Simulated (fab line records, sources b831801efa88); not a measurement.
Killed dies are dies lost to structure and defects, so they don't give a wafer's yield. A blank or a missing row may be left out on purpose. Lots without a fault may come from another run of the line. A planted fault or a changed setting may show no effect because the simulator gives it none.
Chamber matching | flow gf180mcu | GF_V1_STRIP_19 on wet_bench-04: 4 sister chambers
The step strips in post etch residue remover, time 1200 s. 16 wafers are shown with their chamber, then 8 later ones without.

WAFERS WITH THEIR CHAMBER
wafer  | chamber | bath_guard_temp_C (C)
L919.3 | 2       | 73.0
L919.4 | 2       | 73.4
L919.5 | 2       | 73.1
L923.3 | 1       | 72.8
L923.4 | 1       | 72.2
L923.5 | 1       | 72.8
L925.2 | 0       | 72.2
L925.3 | 0       | 71.8
L925.6 | 0       | 72.0
L926.2 | 1       | 72.3
L926.3 | 1       | 72.5
L926.6 | 1       | 72.6
L927.2 | 3       | 72.8
L927.5 | 3       | 72.9
L927.6 | 3       | 72.9
L938.1 | 3       | 73.1

SIGNATURES (means of the wafers above)
reading           | chamber 0 | chamber 1 | chamber 2 | chamber 3 | scatter within a chamber
bath_guard_temp_C | 72.000    | 72.533    | 73.167    | 72.925    | 0.21
Rule: a wafer's distance from a chamber is the root of the sum, over the readings, of the square of ((its reading less the chamber's mean) divided by the reading's scatter). The wafer belongs to the nearest chamber; if the next one is less than 2 further off, it can't be placed. The scatter: the root of (the sum of the squares of (reading less its chamber's mean) over the shown wafers, divided by (wafers less chambers)).

WAFERS WITHOUT THEIR CHAMBER
wafer  | bath_guard_temp_C (C)
L938.2 | 72.5
L938.6 | 73.0
L939.1 | 72.2
L939.4 | 71.9
L939.5 | 72.3
L940.2 | 72.5
L940.3 | 73.1
L940.4 | 72.6

WHICH CHAMBER EACH WENT THROUGH
wafer  | from the rows above          | in truth
L938.2 | can't be placed: 1 or 3      | 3
L938.6 | can't be placed: 3 or 2 or 1 | 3
L939.1 | can't be placed: 0 or 1      | 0
L939.4 | 0                            | 0
L939.5 | can't be placed: 1 or 0 or 3 | 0
L940.2 | can't be placed: 1 or 3      | 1
L940.3 | can't be placed: 2 or 3      | 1
L940.4 | can't be placed: 1 or 3      | 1
Placed correctly: 1 of 8. Can't be placed from these rows: 7 (the true chamber is among the candidates in 6). Placed wrongly: 0.
